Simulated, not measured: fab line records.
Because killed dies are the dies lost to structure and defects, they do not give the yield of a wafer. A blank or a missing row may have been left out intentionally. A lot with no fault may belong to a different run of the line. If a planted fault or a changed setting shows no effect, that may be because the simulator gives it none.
Matching of chambers    flow sky130    SKY_VIA2_CMP_02 on cmp-01: 4 sister chambers
The step polishes SiO2. 8 wafers are shown with their chamber, then 12 later ones without.

## EACH WAFER AND ITS CHAMBER
wafer   chamber  motorCurrentA (A)
L081.2  3        12.2
L081.6  3        12.8
L088.1  0        12.7
L088.2  1        14.5
L088.3  2        12.0
L089.2  0        12.7
L089.4  1        14.2
L089.6  2        12.5

## WAFERS WITH NO CHAMBER GIVEN
wafer   motorCurrentA (A)
L091.1  12.6
L091.2  12.7
L091.4  14.5
L093.1  14.4
L093.3  12.9
L093.6  14.2
L097.1  11.6
L097.2  12.0
L097.6  13.9
L097.3  13.2
L097.4  12.8
L097.5  13.2

## WHICH CHAMBER EACH WENT THROUGH
wafer   from the rows above           in truth
L091.1  can't be placed: 0 or 3 or 2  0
L091.2  can't be placed: 0 or 3 or 2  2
L091.4  1                             1
L093.1  1                             1
L093.3  can't be placed: 0 or 3 or 2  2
L093.6  1                             1
L097.1  can't be placed: 2 or 3 or 0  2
L097.2  can't be placed: 2 or 3 or 0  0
L097.6  1                             1
L097.3  can't be placed: 0 or 3 or 2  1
L097.4  can't be placed: 0 or 3 or 2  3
L097.5  can't be placed: 0 or 3 or 2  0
Correct placement for 4 of the 12. From these rows, 8 cannot be placed; in 7 the true chamber is one of the candidates. Wrongly placed: 0.
How it was worked out, from the rows above alone: a wafer's distance from a chamber is the root of the sum, over the readings, of the square of ((its reading less the chamber's mean) divided by the reading's scatter). The wafer belongs to the nearest chamber; if the next one is less than 2 further off, it can't be placed. A chamber's mean is the mean of its shown wafers. The scatter: take each reading less its chamber's mean, square it, sum over the shown wafers, divide by the number of wafers less the number of chambers, and take the root.
